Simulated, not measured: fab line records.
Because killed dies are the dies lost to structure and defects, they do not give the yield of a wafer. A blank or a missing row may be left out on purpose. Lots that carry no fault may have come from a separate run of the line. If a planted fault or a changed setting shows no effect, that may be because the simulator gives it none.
fab line records + flow sky130
record:
- lots: 5
- wafers: 15
- lastDay: 49
route steps=708 shown VIA4@641 METAL5@661 PASSIVATION@681 PAD_OPEN@708
lots that met no fault: taken from a fault-free run of the same line
startH: start of the lot's first displayed wafer, in hours after the record's first day + waitH: hours elapsed since this lot's preceding step + " same as the row above + L1.1+2: a single row standing in for several wafers + - no value present, or no start provided + * or withheld: withheld + < > ~ a bound
route shown NAME@n: NAME is a module with steps in the file, n the number in the route of the first one + usual: average and standard deviation across the fault-free wafers + same: alike in all rows + chamber/n: place in a boat + sites: each site's reading + _std_site: the values' standard deviation + _edge_site: the outer-site mean with the inner-site mean subtracted + radiusMm: how far each site lies from the wafer's centre + mask NAME#n: copy n + behind: tool/chamber where the wafer was last shaped + hold: the reason the lot was held/the length of the hold in hours/how it ended + device: the n, p or np transistor that did not switch + end of line: tests run on the same wafers once the route is complete + for a step that has no rows: nothing shown but its recipe + killed: not the wafer's yield, but the dies lost to structure and defects at the first sort + map: a wafer's dies, marking killed ones x, the rest . and places with no die _
set.NAME: the setting as run; set.NAME@STEP: as run at that earlier step + model.NAME: the simulator's own value behind a step, which no gauge read
lots at some steps of the route; a table a step, a row a wafer
services: a tool's chamber out of use, with start hour (startH, from the record's first day; less than 0 if before it), hours out, and reason
== steps ==
step: SKY_VIA4_CMP_02
recipe:
- material: SiO2
- downForcePsi: 4
- platenRpm: 60
- padVelocityMS: 0.94248
step: SKY_VIA4_DEHYDRATE_04
recipe:
- tempC: 200
- timeS: 60
step: SKY_VIA4_HMDS_05
recipe:
- primeTimeS: 60
- primeTempC: 120
step: SKY_VIA4_COAT_06
recipe:
- resist: NOVOLAK
- spinRpm: 3000
- resistThkNm: 1140
step: SKY_VIA4_SOFTBAKE_07
recipe:
- tempC: 90
- timeS: 60
- resist: NOVOLAK
step: SKY_VIA4_EXPOSE_08
recipe:
- maskId: VIM4
- na: 0.6
- sourceShape: conventional
- sigmaOuter: 0.6
- polarization: unpolarized
- targetCdNm: 800
- doseMj: 132
step: SKY_VIA4_PEB_09
recipe:
- tempC: withheld
- timeS: *
- resist: NOVOLAK
step: SKY_VIA4_DEVELOP_10
recipe:
- resist: NOVOLAK
- developer: TMAH
- developTimeS: 60
- devTempC: 23
step: SKY_VIA4_ETCH_12
recipe:
- target: SiO2
- chemistry: C4F8/O2/Ar
- stopOn: TiN
- maskMaterial: NOVOLAK
- sourceW: 1500
- biasW: 1200
- pressureMtorr: 40
- c4f8FlowSccm: withheld
- O2_flow_sccm: 6
- Ar_flow_sccm: 300
- timeS: withheld
- targetDepthA: 5800
step: SKY_VIA4_STRIP_13
recipe:
- chemistry: O2/N2
- powerW: 1400
- pressureMtorr: 1500
- platenTempC: withheld
- o2FlowSccm: 3000
- n2FlowSccm: 300
- overashFraction: 0.5
usual:
- drypumpMotorCurrentA: 6.12/0.28
- o2FlowSccm: 3000/8.8
- oesProductAu: 0.710/0.0042
- stripTimeToEndpointS: 12.799/0.029
| lot.wafer | tool           | chamber | startH  | waitH | drypumpMotorCurrentA | o2FlowSccm | oesProductAu | rfHoursCounterH | stripTimeToEndpointS |
|-----------|----------------|---------|---------|-------|----------------------|------------|--------------|-----------------|----------------------|
| L820.4    | plasmaAsher-01 | 1       | 1009.81 | -     | 6.35                 | 2989       | 0.704        | -               | 12.832               |
| L820.5    | "              | 1       | "       | "     | 6.36                 | 3004       | 0.714        | -               | 12.822               |
| L820.6    | "              | 0       | "       | "     | 6.04                 | 3009       | 0.707        | -               | 12.825               |
| L823.2    | plasmaAsher-02 | 1       | 1034.14 | -     | 6.07                 | 2997       | 0.712        | 28              | 12.798               |
| L823.4    | "              | 0       | "       | "     | 6.69                 | 3001       | 0.707        | -               | 12.833               |
| L823.5    | "              | 1       | "       | "     | 6.10                 | 3000       | 0.709        | -               | 12.792               |
| L831.1    | plasmaAsher-01 | 1       | 1097.04 | -     | 6.39                 | 3009       | 0.710        | 99              | 12.782               |
| L831.2    | "              | 0       | "       | "     | 6.08                 | 2993       | 0.714        | 99              | 12.813               |
| L831.3    | "              | 1       | "       | "     | 6.36                 | 2997       | 0.712        | -               | 12.817               |
| L833.2    | plasmaAsher-01 | 0       | 1098.49 | -     | 6.00                 | 3004       | 0.710        | 99              | 12.754               |
| L833.4    | "              | 1       | "       | "     | 6.38                 | 2995       | 0.709        | -               | 12.829               |
| L833.5    | "              | 0       | "       | "     | 6.03                 | 2999       | 0.705        | -               | 12.789               |
| L835.3    | plasmaAsher-01 | 1       | 1112.92 | -     | 6.35                 | 3006       | 0.706        | -               | 12.820               |
| L835.4    | "              | 0       | "       | "     | 6.03                 | 2993       | 0.708        | -               | 12.808               |
| L835.6    | "              | 1       | "       | "     | 6.38                 | 3001       | 0.704        | -               | 12.798               |
step: SKY_VIA4_STRIP_14
recipe:
- chemistry: postEtchResidueRemover
- timeS: 1200
- tempC: 72.5
step: SKY_VIA4_CLEAN_15
recipe:
- chemistry: IPA
- timeS: 180
- tempC: 25
step: SKY_VIA4_CLEAN_16
recipe:
- chemistry: O3/DIW
- dry: n2Spin
step: SKY_VIA4_SPUTTER_17
recipe:
- material: TiN
- targetThkNm: 20
- chamberPressurePa: 5
- powerW: 4000
- timeS: 80
step: SKY_VIA4_CVD_18
recipe:
- material: W
- targetThkNm: 505
- timeS: 152.14
- tempC: 400
- pressureTorr: 40
step: SKY_VIA4_CMP_21
recipe:
- stopOn: SiO2
- tOverpolishS: 25
- downForcePsi: 3.5
- platenRpm: 61.22
- targetThkNm: 0
- padVelocityMS: 0.94248
step: SKY_METAL5_SPUTTER_00
recipe:
- material: Ti
- targetThkNm: 15
- powerW: 3000
- timeS: 10
- chamberPressurePa: 0.4
step: SKY_METAL5_SPUTTER_01
recipe:
- material: TiN
- targetThkNm: 20
- powerW: 6500
- timeS: 16.7
- chamberPressurePa: 0.4
step: SKY_METAL5_SPUTTER_02
recipe:
- material: AlCu
- targetThkNm: 1150
- powerW: 10600
- timeS: 61.2
- chamberPressurePa: 0.4
step: SKY_METAL5_SPUTTER_03
recipe:
- material: Ti
- targetThkNm: 5
- powerW: 3000
- timeS: 3.3
- chamberPressurePa: 0.4
step: SKY_METAL5_SPUTTER_04
recipe:
- material: TiN
- targetThkNm: 70
- powerW: 6500
- timeS: 58.3
- chamberPressurePa: 0.4
step: SKY_METAL5_DEHYDRATE_07
recipe:
- tempC: 200
- timeS: 60
step: SKY_METAL5_HMDS_08
recipe:
- primeTimeS: 60
- primeTempC: 120
step: SKY_METAL5_COAT_09
recipe:
- resist: NOVOLAK
- spinRpm: 3000
- resistThkNm: 1800
step: SKY_METAL5_SOFTBAKE_10
recipe:
- tempC: 90
- timeS: 60
- resist: NOVOLAK
step: SKY_METAL5_EXPOSE_11
recipe:
- maskId: MM5
- na: 0.6
- sourceShape: conventional
- sigmaOuter: 0.6
- polarization: unpolarized
- targetCdNm: 1600
- doseMj: 190
step: SKY_METAL5_PEB_12
recipe:
- tempC: withheld
- timeS: *
- resist: NOVOLAK
step: SKY_METAL5_DEVELOP_13
recipe:
- resist: NOVOLAK
- developer: TMAH
- developTimeS: 60
- devTempC: 23
step: SKY_METAL5_DESCUM_14
recipe:
- chemistry: O2
- sourcePowerW: 150
- biasPowerW: 0
- pressureMtorr: 10
- tempC: 40
- timeS: 11
step: SKY_METAL5_METAL_ETCH_15
recipe:
- targetDepthA: 12600
- stopOn: SiO2
- overEtchFrac: 0.2
- timeS: 252
- chemistry: Cl2/BCl3
- resistSidewallDeg: 86
- pressureMtorr: 10
- icpW: 900
- biasW: 48.5
- Cl2_flow_sccm: 60
- bcl3FlowSccm: 30
step: SKY_METAL5_STRIP_16
recipe:
- chemistry: O2/N2
- powerW: 1400
- pressureMtorr: 1500
- platenTempC: withheld
- o2FlowSccm: 3000
- n2FlowSccm: 300
- overashFraction: 0.5
step: SKY_METAL5_STRIP_17
recipe:
- chemistry: postEtchResidueRemover
- timeS: 1200
- tempC: 72.5
step: SKY_METAL5_CLEAN_18
recipe:
- chemistry: IPA
- timeS: 180
- tempC: 25
step: SKY_METAL5_CLEAN_19
recipe:
- chemistry: O3/DIW
- dry: n2Spin
step: SKY_PASSIVATION_CVD_00
recipe:
- material: SiO2
- targetThkNm: 90
- tempC: 400
- timeS: withheld
- rfW: 600
step: SKY_PAD_OPEN_PROBE_99
usual:
- defectLimitedYield: 82.7/1.7
- killed_at_M0_to_M3: 44/7.1
- killed_at_M4_up: 3.3/1.8
- killedAtContacts: 23/5.5
- killedAtFrontEnd: 15/4.5
- killedAtOther: 0.2/0.48
- killedDies: 85/8.4
- killedOpen: 46/6.6
- killedShort: 39/6.1
- sort_bin_3_pad_short: 0.9/0.36
- sort_bin_5_function: 10.3/1.4
- sort_bin_6_memory: 6.2/1
- sortNPass: 407/8.4
- sortYieldPct: 82.7/1.7
same:
- grossDies: 492
- killedAtBackSide: 0
- sort_bin_4_leakage[%]: 0
- sort_bin_8_speed[%]: 0
| lot.wafer | tool      | chamber | startH  | waitH | defectLimitedYield[%] | killed_at_M0_to_M3 | killed_at_M4_up | killedAtContacts | killedAtFrontEnd | killedAtOther | killedDies | killedOpen | killedShort | sort_bin_3_pad_short[%] | sort_bin_5_function[%] | sort_bin_6_memory[%] | sortNPass | sortYieldPct[%] | model.etest.tester.sortNPass | model.etest.tester.sortYieldPct | model.etest.tester.sort_bin_5_pct | model.etest.tester.sort_bin_3_pct |
|-----------|-----------|---------|---------|-------|-----------------------|--------------------|-----------------|------------------|------------------|---------------|------------|------------|-------------|-------------------------|------------------------|----------------------|-----------|-----------------|------------------------------|---------------------------------|-----------------------------------|-----------------------------------|
| L820.4    | prober-01 | -       | 1080.93 | 0.2   | 82.9                  | 44                 | 4               | 21               | 15               | 0             | 84         | 42         | 42          | 1.0                     | 8.9                    | 7.1                  | 408       | 82.9            | 408                          | 82.93                           | 8.943                             | 1.016                             |
| L820.5    | prober-01 | -       | 1080.98 | 0.2   | 82.3                  | 40                 | 8               | 24               | 15               | 0             | 87         | 44         | 43          | 1.2                     | 11.4                   | 5.1                  | 405       | 82.3            | 405                          | 82.32                           | 11.38                             | 1.22                              |
| L820.6    | prober-01 | -       | 1081.03 | 0.2   | 82.5                  | 49                 | 3               | 19               | 15               | 0             | 86         | 51         | 35          | 0.6                     | 11.2                   | 5.7                  | 406       | 82.5            | 406                          | 82.52                           | 11.18                             | 0.6098                            |
| L823.2    | prober-01 | -       | 1105.26 | 0.1   | 79.3                  | 50                 | 5               | 30               | 17               | 0             | 102        | 56         | 45          | 1.2                     | 12.0                   | 7.5                  | 390       | 79.3            | 390                          | 79.27                           | 11.99                             | 1.22                              |
| L823.4    | prober-01 | -       | 1105.36 | 0.2   | 79.9                  | 56                 | 4               | 19               | 20               | 0             | 99         | 53         | 46          | 0.8                     | 11.4                   | 7.9                  | 393       | 79.9            | 393                          | 79.88                           | 11.38                             | 0.813                             |
| L823.5    | prober-01 | -       | 1105.41 | 0.2   | 85.0                  | 35                 | 2               | 21               | 16               | 0             | 74         | 41         | 32          | 1.0                     | 8.7                    | 5.3                  | 418       | 85.0            | 418                          | 84.96                           | 8.74                              | 1.016                             |
| L831.1    | prober-02 | -       | 1159.80 | 0.1   | 75.0                  | 43                 | 46              | 24               | 10               | 0             | 123        | 38         | 42          | 1.8                     | 14.4                   | 8.7                  | 369       | 75.0            | 369                          | 75                              | 14.43                             | 1.829                             |
| L831.2    | prober-02 | -       | 1159.85 | 0.1   | 86.8                  | 28                 | 5               | 19               | 13               | 0             | 65         | 39         | 26          | 0.4                     | 8.5                    | 4.3                  | 427       | 86.8            | 427                          | 86.79                           | 8.537                             | 0.4065                            |
| L831.3    | prober-02 | -       | 1159.90 | 0.2   | 74.4                  | 44                 | 41              | 23               | 18               | 0             | 126        | 45         | 41          | 2.2                     | 14.8                   | 8.5                  | 366       | 74.4            | 366                          | 74.39                           | 14.84                             | 2.236                             |
| L833.2    | prober-01 | -       | 1159.94 | 0.1   | 82.5                  | 47                 | 1               | 29               | 9                | 0             | 86         | 46         | 40          | 0.8                     | 11.4                   | 5.3                  | 406       | 82.5            | 406                          | 82.52                           | 11.38                             | 0.813                             |
| L833.4    | prober-01 | -       | 1160.04 | 0.2   | 75.0                  | 55                 | 46              | 15               | 7                | 0             | 123        | 43         | 37          | 2.2                     | 17.9                   | 4.9                  | 369       | 75.0            | 369                          | 75                              | 17.89                             | 2.236                             |
| L833.5    | prober-01 | -       | 1160.09 | 0.2   | 82.7                  | 45                 | 0               | 30               | 10               | 0             | 85         | 55         | 30          | 0.8                     | 11.4                   | 5.1                  | 407       | 82.7            | 407                          | 82.72                           | 11.38                             | 0.813                             |
| L835.3    | prober-02 | -       | 1172.55 | 0.2   | 74.6                  | 48                 | 38              | 19               | 19               | 1             | 125        | 57         | 35          | 2.0                     | 16.5                   | 6.9                  | 367       | 74.6            | 367                          | 74.59                           | 16.46                             | 2.033                             |
| L835.4    | prober-02 | -       | 1172.60 | 0.2   | 81.3                  | 52                 | 6               | 23               | 11               | 0             | 92         | 48         | 44          | 1.0                     | 10.2                   | 7.5                  | 400       | 81.3            | 400                          | 81.3                            | 10.16                             | 1.016                             |
| L835.6    | prober-02 | -       | 1172.70 | 0.2   | 77.8                  | 31                 | 39              | 23               | 16               | 0             | 109        | 41         | 30          | 2.6                     | 13.2                   | 6.3                  | 383       | 77.8            | 383                          | 77.85                           | 13.21                             | 2.642                             |
killed by level:class
L820.4 METAL1:geometricParticle:short=8 CONTACT:geometricParticle:open=7 VIA1:geometricParticle:open=7 LI_CONTACT:geometricParticle:open=6 VIA3:geometricParticle:open=6 CONTACT:geometricParticle:short=5 METAL2:geometricParticle:short=5 VIA2:geometricParticle:open=5
L820.5 VIA1:geometricParticle:open=12 CONTACT:geometricParticle:open=9 METAL2:geometricParticle:short=7 FIELD_ISO:geometricParticle:short=6 LI_CONTACT:geometricParticle:open=6 LOCAL_INTERCONNECT:geometricParticle:short=5 METAL4:geometricParticle:short=5 METAL1:geometricParticle:short=5
L820.6 VIA1:geometricParticle:open=13 CONTACT:geometricParticle:open=9 VIA1:geometricParticle:short=6 LI_CONTACT:geometricParticle:open=5 VIA2:geometricParticle:open=5 FIELD_ISO:geometricParticle:short=4 LOCAL_INTERCONNECT:geometricParticle:short=4 METAL1:geometricParticle:short=4
L823.2 VIA1:geometricParticle:open=11 VIA2:geometricParticle:open=10 CONTACT:geometricParticle:open=8 LI_CONTACT:geometricParticle:open=7 VIA1:geometricParticle:short=7 POLY_GATE:geometricParticle:short=6 CONTACT:geometricParticle:short=6 VIA3:geometricParticle:open=6
L823.4 VIA1:geometricParticle:open=14 METAL2:geometricParticle:short=9 VIA1:geometricParticle:short=9 LI_CONTACT:geometricParticle:open=8 VIA3:geometricParticle:open=7 CONTACT:geometricParticle:open=6 METAL1:geometricParticle:short=5 POLY_GATE:geometricParticle:open=5
L823.5 CONTACT:geometricParticle:open=9 VIA1:geometricParticle:open=9 VIA2:geometricParticle:short=6 VIA3:geometricParticle:open=6 CONTACT:geometricParticle:short=4 VIA3:geometricParticle:short=4 FIELD_ISO:geometricParticle:short=3 FIELD_ISO:geometricParticle:open=3
L831.1 VIA4:unspecified=43 VIA3:geometricParticle:open=8 CONTACT:geometricParticle:short=8 CONTACT:geometricParticle:open=6 METAL1:geometricParticle:short=5 VIA1:geometricParticle:open=5 METAL2:geometricParticle:short=5 VIA2:geometricParticle:open=5
L831.2 VIA2:geometricParticle:open=7 LI_CONTACT:geometricParticle:open=6 CONTACT:geometricParticle:open=6 VIA3:geometricParticle:open=6 POLY_GATE:geometricParticle:short=5 CONTACT:geometricParticle:short=4 VIA1:geometricParticle:open=4 POLY_GATE:geometricParticle:open=3
L831.3 VIA4:unspecified=40 VIA1:geometricParticle:open=11 LI_CONTACT:geometricParticle:open=9 METAL1:geometricParticle:short=6 CONTACT:geometricParticle:open=6 FIELD_ISO:geometricParticle:short=5 CONTACT:geometricParticle:short=5 VIA2:geometricParticle:open=5
L833.2 CONTACT:geometricParticle:open=13 VIA1:geometricParticle:open=10 METAL1:geometricParticle:short=8 LOCAL_INTERCONNECT:geometricParticle:short=8 VIA2:geometricParticle:open=6 VIA3:geometricParticle:open=6 CONTACT:geometricParticle:short=4 LI_CONTACT:geometricParticle:open=3
L833.4 VIA4:unspecified=43 VIA1:geometricParticle:open=16 METAL1:geometricParticle:short=9 VIA2:geometricParticle:open=7 CONTACT:geometricParticle:open=6 VIA3:geometricParticle:open=5 VIA1:geometricParticle:short=5 LI_CONTACT:geometricParticle:short=4
L833.5 CONTACT:geometricParticle:open=13 VIA1:geometricParticle:open=12 VIA3:geometricParticle:open=8 LI_CONTACT:geometricParticle:open=7 METAL1:geometricParticle:short=5 LOCAL_INTERCONNECT:geometricParticle:short=5 VIA2:geometricParticle:open=5 VIA1:geometricParticle:short=5
L835.3 VIA4:unspecified=32 VIA1:geometricParticle:open=13 VIA3:geometricParticle:open=8 VIA2:geometricParticle:open=8 LI_CONTACT:geometricParticle:open=6 FIELD_ISO:geometricParticle:short=5 VIA1:geometricParticle:short=5 FIELD_ISO:geometricParticle:open=4
L835.4 VIA3:geometricParticle:open=12 VIA1:geometricParticle:short=8 VIA1:geometricParticle:open=8 VIA2:geometricParticle:open=7 LI_CONTACT:geometricParticle:open=6 LOCAL_INTERCONNECT:geometricParticle:short=5 CONTACT:geometricParticle:open=5 METAL4:geometricParticle:short=4
L835.6 VIA4:unspecified=38 LI_CONTACT:geometricParticle:open=10 VIA1:geometricParticle:open=7 POLY_GATE:geometricParticle:short=5 CONTACT:geometricParticle:open=5 FIELD_ISO:geometricParticle:short=4 LI_CONTACT:geometricParticle:short=4 VIA2:geometricParticle:open=4
map L831.3 (x killed, . not)
__________xx.xx..x.x_________
________.xxxxxxxx....._______
______..x.xxxxxx.....x.._____
_____.x.xx.xxxxxxx.x..xx.____
____..x..xxxxxxxxx...x..x.___
___...x...x.xxxx..xxx.xx...__
__.......x..x.x..x..x......._
_...x.x.............x.x......
_..x.......xxx....x.x........
_...x....x..x.......xx.x.....
_..xx...............x.x......
_..x...x...........x.x.xx.x..
_...............x.....x......
_..x........xx.....x..x......
_.x..x...x.x.........x...x...
__.......x....x.....x...x..._
___.x..........xx..........__
____....x....x.x..x.....x.___
_____......x...x.x.x.....____
______...........x....x._____
________.xx.........x._______
__________.......xx._________
map L833.4 (x killed, . not)
__________.xxxx.x.x._________
________.xxxxxxxxxxx.x_______
______..xxxxxxxxxx......_____
_____...xxxxxxxxxx..x...x____
____..x..xxxxxxxxx........___
___..x.....xxxx.....x....x.__
__.........x.xx.x.x...x..x.._
_..........x.xx..x..xx...x...
_..............x.......x....x
_.....xxx.xxx................
_............x.xx...x......x.
_.x...................xx...x.
_..........x.......xx..x.....
_........x......x...xxx......
_..x..x.....x..x.........x..x
__x.......x...xx.......x...._
___......x...x..x....x....x__
____x....xx............x..___
_____....................____
______.x.............x.._____
________...x.x..x....._______
__________.........._________
== services ==
| tool           | chamber | startH  | hours | kind   |
|----------------|---------|---------|-------|--------|
| plasmaAsher-02 | -       | 993.85  | 2.8   | pm     |
| plasmaAsher-01 | -       | 1041.62 | 0.9   | repair |
| plasmaAsher-02 | -       | 1051.52 | 14.6  | pm     |
== key ==
firstSign:
- step: SKY_PAD_OPEN_PROBE_99
- reading: killed_at_M4_up
- direction: up
- sigmas: 22
- usual: 3.3
- struck: 42
effect:
- step: SKY_PAD_OPEN_PROBE_99
- reading: defectLimitedYield
- direction: down
- sigmas: 4.3
- usual: 82.7
- struck: 75.4
modelEffect:
- step: SKY_PAD_OPEN_PROBE_99
- value: etest.tester.sortNPass
- without: 404
- struck: 370.8
metAt SKY_VIA4_STRIP_13
struckWafers L831.1,L831.3,L833.4,L835.3,L835.6
onsetBetween 1009.81 1097.04
fault:
- kind: chamberParticleSource
- tool: plasmaAsher-01
- chamber: 1
- onsetH: 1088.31
- steps: SKY_VIA4_STRIP_13
- ratePerVisitCm2: 0.40264
- endH: 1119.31
